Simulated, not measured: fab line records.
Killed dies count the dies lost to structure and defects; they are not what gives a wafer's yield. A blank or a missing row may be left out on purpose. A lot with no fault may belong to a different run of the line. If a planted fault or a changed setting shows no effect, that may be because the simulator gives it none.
Matching of chambers | flow gf180mcu | GF_V1_CMP_26 on cmp-02 has 4 sister chambers
The step polishes, stops on SiO2, t overpolish 15 s, target thk 0 nm. 4 wafers are shown with their chamber, then 7 later ones without.

WAFERS WITH THEIR CHAMBER
wafer  | chamber | time-to-endpoint-s (s)
L851.1 | 0       | 87
L851.4 | 3       | 81
L865.1 | 1       | 83
L865.2 | 2       | 79

WAFERS WHOSE CHAMBER IS MISSING
wafer  | time-to-endpoint-s (s)
L865.6 | 81
L866.1 | 78
L866.2 | 80
L866.6 | 79
L869.1 | 81
L869.4 | 92
L869.6 | 84

WHICH CHAMBER EACH WENT THROUGH
wafer  | from the rows above          | in truth
L865.6 | can't be placed: 3 or 1 or 2 | 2
L866.1 | can't be placed: 2 or 3      | 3
L866.2 | can't be placed: 2 or 3 or 1 | 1
L866.6 | can't be placed: 2 or 3      | 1
L869.1 | can't be placed: 3 or 1 or 2 | 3
L869.4 | 0                            | 0
L869.6 | can't be placed: 1 or 0 or 3 | 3
Correct placement for 1 of the 7. Not placeable from these rows: 6 (in 5, the candidates include the true chamber). 0 placed wrongly.
How it was worked out, from the rows above alone: a wafer's distance from a chamber is the root of the sum, over the readings, of the square of ((its reading less the chamber's mean) divided by the reading's scatter). The wafer belongs to the nearest chamber; if the next one is less than 2 further off, it can't be placed. For every chamber, the mean is computed from those of its wafers that are shown. The scatter: with one shown wafer a chamber, the root of the mean of the squares of how far each hidden wafer lies from its nearest shown one.
